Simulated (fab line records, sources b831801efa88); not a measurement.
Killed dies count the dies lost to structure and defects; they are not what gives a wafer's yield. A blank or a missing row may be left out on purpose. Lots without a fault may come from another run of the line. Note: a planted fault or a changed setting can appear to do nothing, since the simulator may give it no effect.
Struck lot and sound lot, side by side :: flow sky130 :: 18 steps out of a route of 708
Sound: these wafers, L161.1, L161.2, L161.4. Wafers struck: L163.1, L163.2, L163.5. The cause comes at the end.
Per side, at each step with rows, come the tool, then ch with its chambers, and then its first start. Under that, the readings that differ: sound wafers :: struck wafers :: difference of the means :: sigmas: that difference in standard deviations of wafers without a fault.
alike: a reading whose means differ by less than 2 such deviations, as well as words and numbers matching on both sides. not compared: withheld readings; readings where some wafer has no value; bounds like >300 that might hide an equal value; numbers whose values overlap and for which the record gives no deviation.
Wherever a step has rows on one side only, a row that says differs or no value, or a row with sigmas, the two part there. When numbers do not overlap yet have no deviation, they are printed without sigmas and do not part them. A reading missing from all wafers of one side parts the sides only when that side holds two or more wafers.

first, 5 steps without rows for these wafers: SKY_VT_ADJUST_PCH_COAT_02 (resist thk 3000 nm); SKY_VT_ADJUST_PCH_SOFTBAKE_03; SKY_VT_ADJUST_PCH_EXPOSE_04 (exposes mask NWM, target cd 840 nm); SKY_VT_ADJUST_PCH_PEB_05; SKY_VT_ADJUST_PCH_DEVELOP_06 (develop time 60 s).
SKY_VT_ADJUST_PCH_OVL_MEAS_07:
  sound on overlay-01, day 13 21:55; struck on overlay-01, day 14 11:52
  alike: VT_ADJUST_PCH_OVL
after that, 1 step had no rows for these wafers: SKY_VT_ADJUST_PCH_IMPLANT_08.
SKY_VT_ADJUST_PCH_STRIP_09: strips in O2/N2.
  sound on plasma-asher-01 ch 0,1, day 13 22:06; struck on plasma-asher-02 ch 0,1, day 14 12:04
  alike: drypump-motor-current-A, oes-product-au, strip-time-to-endpoint-s
  not compared: rf-hours-counter-h
SKY_VT_ADJUST_PCH_TW_MEAS_10:
  sound on film-metro-04, day 13 22:12; struck on film-metro-04, day 14 12:10
  alike: VT_ADJUST_PCH_TW
then, 3 steps without rows for these wafers: SKY_SONOS_TUNNEL_DEHYDRATE_00 (time 60 s); SKY_SONOS_TUNNEL_HMDS_01 (prime time 60 s); SKY_SONOS_TUNNEL_COAT_02 (resist thk 1140 nm).
SKY_SONOS_TUNNEL_SOFTBAKE_03: time 60 s.
  sound on litho-track-01 ch 0, day 14 11:41; struck on litho-track-02 ch 0, day 15 01:17
reading: run-length-s (s)
sound: 89.07 89.15 89.44
struck: 120.48 120.50 120.63
difference: +31.32
sigmas: +99 or more

reading: model.NOVOLAK_of_SONOS_TUNNEL_COAT_02.thk-nm (nm)
sound: 1142 1144 1142
struck: 1132 1132 1130
difference: -11
sigmas: 
  alike: resist-line-temp-C
then, 2 steps without rows for these wafers: SKY_SONOS_TUNNEL_EXPOSE_04 (exposes mask TUNM, target cd 410 nm); SKY_SONOS_TUNNEL_PEB_05.
SKY_SONOS_TUNNEL_DEVELOP_06: develop time 60 s.
  sound on litho-track-02 ch 0, day 15 00:41; struck on litho-track-02 ch 0, day 15 14:08
reading: model.NOVOLAK_of_SONOS_TUNNEL_COAT_02.thk-nm (nm)
sound: 1141 1143 1142
struck: 1131 1131 1130
difference: -11
sigmas: 
  alike: resist-line-temp-C
SKY_SONOS_TUNNEL_CD_MEAS_07: target cd 410 nm.
  sound on cd-sem-02, day 15 00:50; struck on cd-sem-01, day 15 14:17
  alike: cd-nm
after that, 1 step had no rows for these wafers: SKY_PAD_OPEN_PROBE_99.

== WHERE THEY PART ==
Within this record, at SKY_SONOS_TUNNEL_SOFTBAKE_03 only. Later steps at which nothing parts them and some readings are alike: SKY_SONOS_TUNNEL_DEVELOP_06, SKY_SONOS_TUNNEL_CD_MEAS_07.

WHY: whatever the simulator had introduced
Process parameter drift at SKY_SONOS_TUNNEL_SOFTBAKE_03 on litho-track-02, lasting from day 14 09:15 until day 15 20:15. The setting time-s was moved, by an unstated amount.
